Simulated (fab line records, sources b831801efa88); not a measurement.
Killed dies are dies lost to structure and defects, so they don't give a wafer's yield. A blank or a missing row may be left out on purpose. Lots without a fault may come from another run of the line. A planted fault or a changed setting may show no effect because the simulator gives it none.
A sampling plan put to the test | flow sky130 | one fab line, 14 faults that these records tell of, each judged on the records of the lots that it struck
The plan is the line's own looks: the steps of the route at which a gauge or an inspection reads the wafer and doesn't change it. A look can be judged if struck wafers have a number there and the file gives its usual mean and standard deviation on fault-free wafers. Caught: at a look after the fault's first step, the mean of the struck wafers lies 4 or more of those standard deviations (sigma) from the usual mean. On the tool: the same test on the tool's own readings at the fault's steps. Another recipe on the struck wafers, or a record that is blank for them alone, also counts as caught.

THE FAULTS, as the simulator had put them in
1. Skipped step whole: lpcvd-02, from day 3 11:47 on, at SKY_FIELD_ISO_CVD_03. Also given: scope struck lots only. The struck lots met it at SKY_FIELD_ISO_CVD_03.
2. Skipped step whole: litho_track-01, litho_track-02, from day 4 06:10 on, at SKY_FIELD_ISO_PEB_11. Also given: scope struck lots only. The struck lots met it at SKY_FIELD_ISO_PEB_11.
3. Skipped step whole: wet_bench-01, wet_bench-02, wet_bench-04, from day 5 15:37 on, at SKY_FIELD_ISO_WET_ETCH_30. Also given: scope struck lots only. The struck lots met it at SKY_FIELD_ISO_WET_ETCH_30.
4. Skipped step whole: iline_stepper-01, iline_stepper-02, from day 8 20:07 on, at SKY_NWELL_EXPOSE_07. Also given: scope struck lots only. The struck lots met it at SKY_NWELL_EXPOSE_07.
5. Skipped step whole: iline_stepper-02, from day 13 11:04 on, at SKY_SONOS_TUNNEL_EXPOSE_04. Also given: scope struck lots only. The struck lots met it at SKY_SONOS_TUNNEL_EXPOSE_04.
6. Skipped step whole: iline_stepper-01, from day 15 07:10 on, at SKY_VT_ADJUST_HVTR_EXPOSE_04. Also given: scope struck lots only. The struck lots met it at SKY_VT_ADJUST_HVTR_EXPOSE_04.
7. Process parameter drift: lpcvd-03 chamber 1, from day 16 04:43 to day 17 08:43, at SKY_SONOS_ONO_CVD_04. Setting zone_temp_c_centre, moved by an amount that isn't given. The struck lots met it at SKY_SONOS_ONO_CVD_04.
8. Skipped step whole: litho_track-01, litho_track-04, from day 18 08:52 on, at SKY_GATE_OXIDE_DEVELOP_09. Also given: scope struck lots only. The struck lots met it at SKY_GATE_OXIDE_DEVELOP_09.
9. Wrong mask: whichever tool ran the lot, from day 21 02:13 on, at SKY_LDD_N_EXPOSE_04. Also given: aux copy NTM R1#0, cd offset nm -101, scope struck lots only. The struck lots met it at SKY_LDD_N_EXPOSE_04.
10. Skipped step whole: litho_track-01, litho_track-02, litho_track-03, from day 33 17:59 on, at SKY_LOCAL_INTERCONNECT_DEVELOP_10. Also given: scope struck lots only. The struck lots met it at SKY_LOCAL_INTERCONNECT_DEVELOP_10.
11. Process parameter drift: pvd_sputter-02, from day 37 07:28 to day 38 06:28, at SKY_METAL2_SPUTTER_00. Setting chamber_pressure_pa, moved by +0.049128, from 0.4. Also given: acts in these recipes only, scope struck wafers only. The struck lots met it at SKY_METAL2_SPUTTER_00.
12. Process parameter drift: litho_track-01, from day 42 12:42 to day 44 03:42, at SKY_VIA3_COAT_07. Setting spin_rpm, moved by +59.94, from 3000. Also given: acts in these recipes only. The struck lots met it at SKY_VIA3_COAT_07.
13. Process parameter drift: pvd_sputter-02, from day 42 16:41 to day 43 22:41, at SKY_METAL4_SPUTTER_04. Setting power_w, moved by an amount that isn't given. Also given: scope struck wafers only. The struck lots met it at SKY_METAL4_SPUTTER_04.
14. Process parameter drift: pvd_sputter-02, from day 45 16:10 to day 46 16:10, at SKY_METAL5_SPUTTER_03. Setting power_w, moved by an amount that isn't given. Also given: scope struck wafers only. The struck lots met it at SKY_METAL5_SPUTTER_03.

WHAT THE PLAN SAW
fault | on the tool itself                               | first look that catches it     | reading, sigma | median hours from its first step to that look | hours from the fault's start to the first struck lot there | judged looks passed uncaught
1     | the tool's record is blank for the struck wafers | no look after it can be judged | -              | -                                             | -                                                          | 0
2     | no reading that can be judged                    | no look after it can be judged | -              | -                                             | -                                                          | 0
3     | the tool's record is blank for the struck wafers | no look after it can be judged | -              | -                                             | -                                                          | 0
4     | no reading that can be judged                    | no look after it can be judged | -              | -                                             | -                                                          | 0
5     | no reading that can be judged                    | no look after it can be judged | -              | -                                             | -                                                          | 0
6     | no reading that can be judged                    | no look after it can be judged | -              | -                                             | -                                                          | 0
7     | zone_power_centre_pct +20 sigma                  | no look after it can be judged | -              | -                                             | -                                                          | 0
8     | the tool's record is blank for the struck wafers | no look after it can be judged | -              | -                                             | -                                                          | 0
9     | no reading that can be judged                    | no look after it can be judged | -              | -                                             | -                                                          | 0
10    | the tool's record is blank for the struck wafers | no look after it can be judged | -              | -                                             | -                                                          | 0
11    | chamber_pressure_pa +66 sigma                    | no look after it can be judged | -              | -                                             | -                                                          | 0
12    | spin_speed_rpm +24 sigma                         | no look after it can be judged | -              | -                                             | -                                                          | 0
13    | cathode_dc_power_W -99 or beyond sigma           | no look after it can be judged | -              | -                                             | -                                                          | 0
14    | cathode_dc_power_W -99 or beyond sigma           | no look after it can be judged | -              | -                                             | -                                                          | 0
A dash: the fault isn't caught, or these records don't give the number.

Caught at a look: 0 of 14. Caught on the tool: 9 of 14. By one or the other: 9 of 14.
Caught on the tool alone: faults 1, 3, 7, 8, 10, 11, 12, 13, 14.
Caught by neither: faults 2, 4, 5, 6, 9.
